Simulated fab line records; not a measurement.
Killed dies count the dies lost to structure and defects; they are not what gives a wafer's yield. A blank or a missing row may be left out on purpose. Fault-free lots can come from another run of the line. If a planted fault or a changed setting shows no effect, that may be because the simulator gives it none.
A struck lot beside a sound one + flow sky130 + 15 steps out of a route of 708
Sound: the wafers L648.2, L648.3, L648.6. Struck: wafers L655.1, L655.5 (left out: L655.2, a lot-mate that was not struck); the cause follows at the end.
At each step with rows: each side's tool, then ch and its chambers, then its first start. Under that, the readings that differ: sound wafers + struck wafers + difference of the means + sigmas: that difference in standard deviations of wafers without a fault.
alike: readings whose means differ by less than 2 such deviations, and words and numbers that are the same on both sides. not compared: withheld readings, readings that some wafer has no value for, bounds like >300 that may hide the same value, and numbers for which the record gives no deviation and whose values overlap.
The two part at a step that has a row with sigmas, a row that says differs or no value, or rows on one side only. Non-overlapping numbers with no deviation appear without sigmas and do not part them. Lack of a reading on every wafer of one side parts them only where that side has two or more wafers.

first, 6 steps without rows for these wafers: SKY_METAL5_HMDS_08 (prime time 60 s); SKY_METAL5_COAT_09 (resist thk 1800 nm); SKY_METAL5_SOFTBAKE_10 (time 60 s); SKY_METAL5_EXPOSE_11 (exposes mask MM5, target cd 1600 nm); SKY_METAL5_PEB_12; SKY_METAL5_DEVELOP_13 (develop time 60 s).
SKY_METAL5_DESCUM_14: chemistry O2, time 11 s.
  sound on rieMetal-01 ch 0,1, day 45 18:07; struck on rieMetal-03 ch 0,1, day 47 10:05
  alike: drypumpMotorCurrentA, oesProductAu
  not compared: rfHoursCounterH
SKY_METAL5_METAL_ETCH_15: etches the open film in Cl2/BCl3, stops on SiO2, target depth 1260 nm, time 252 s.
  sound on rieMetal-01 ch 0,1, day 45 18:08; struck on rieMetal-03 ch 0,1, day 47 10:08
  alike: drypumpMotorCurrentA, oesProductAu, throttleValvePct
  not compared: rfHoursCounterH
SKY_METAL5_STRIP_16: strips in O2/N2.
  sound on plasmaAsher-02 ch 1, day 45 18:23; struck on plasmaAsher-01 ch 1, day 47 10:22
| reading                  | sound             | struck      | difference | sigmas |
|--------------------------|-------------------|-------------|------------|--------|
| drypumpMotorCurrentA (A) | 6.4 6.5 6.5       | 5.4 5.4     | -1.1       | -3     |
| oesProductAu (a.u.)      | 0.713 0.712 0.713 | 0.703 0.700 | -0.011     | -3     |
  alike: stripTimeToEndpointS
  not compared: rfHoursCounterH
then, 3 steps without rows for these wafers: SKY_METAL5_STRIP_17 (strips in post etch residue remover, time 1200 s); SKY_METAL5_CLEAN_18 (cleans in IPA, time 180 s); SKY_METAL5_CLEAN_19 (cleans in O3/DIW).
SKY_PASSIVATION_CVD_00: deposits SiO2, target thk 90 nm.
  sound on pecvd-03 ch 1,2, day 45 18:59; struck on pecvd-04 ch 0, day 47 10:58
  alike: heaterPowerOuterW, heaterPowerW
SKY_PASSIVATION_THK_MEAS_01:
  struck on filmMetro-03, day 47 11:19; sound on filmMetro-04, day 45 19:01
| reading                     | sound          | struck    | difference | sigmas |
|-----------------------------|----------------|-----------|------------|--------|
| PASSIVATION_CVD_00_THK (nm) | 89.3 87.2 91.4 | 79.8 81.8 | -8.5       | -6     |
  not compared: hold
SKY_PASSIVATION_CVD_02: deposits Si3N4, target thk 540 nm.
  sound on pecvd-02 ch 1,2, day 45 19:04; struck on pecvd-03 ch 1,2, day 47 13:22
| reading | sound | struck                                          | difference                   | sigmas |
|---------|-------|-------------------------------------------------|------------------------------|--------|
| hold    | - - - | awaitDispo/2.0h/release awaitDispo/2.0h/release | no value on the sound wafers |        |
  alike: heaterPowerOuterW, heaterPowerW

## WHERE THEY PART
Earliest at SKY_METAL5_STRIP_16; latest, in this record, at SKY_PASSIVATION_CVD_02.

WHY: the cause the simulator had injected
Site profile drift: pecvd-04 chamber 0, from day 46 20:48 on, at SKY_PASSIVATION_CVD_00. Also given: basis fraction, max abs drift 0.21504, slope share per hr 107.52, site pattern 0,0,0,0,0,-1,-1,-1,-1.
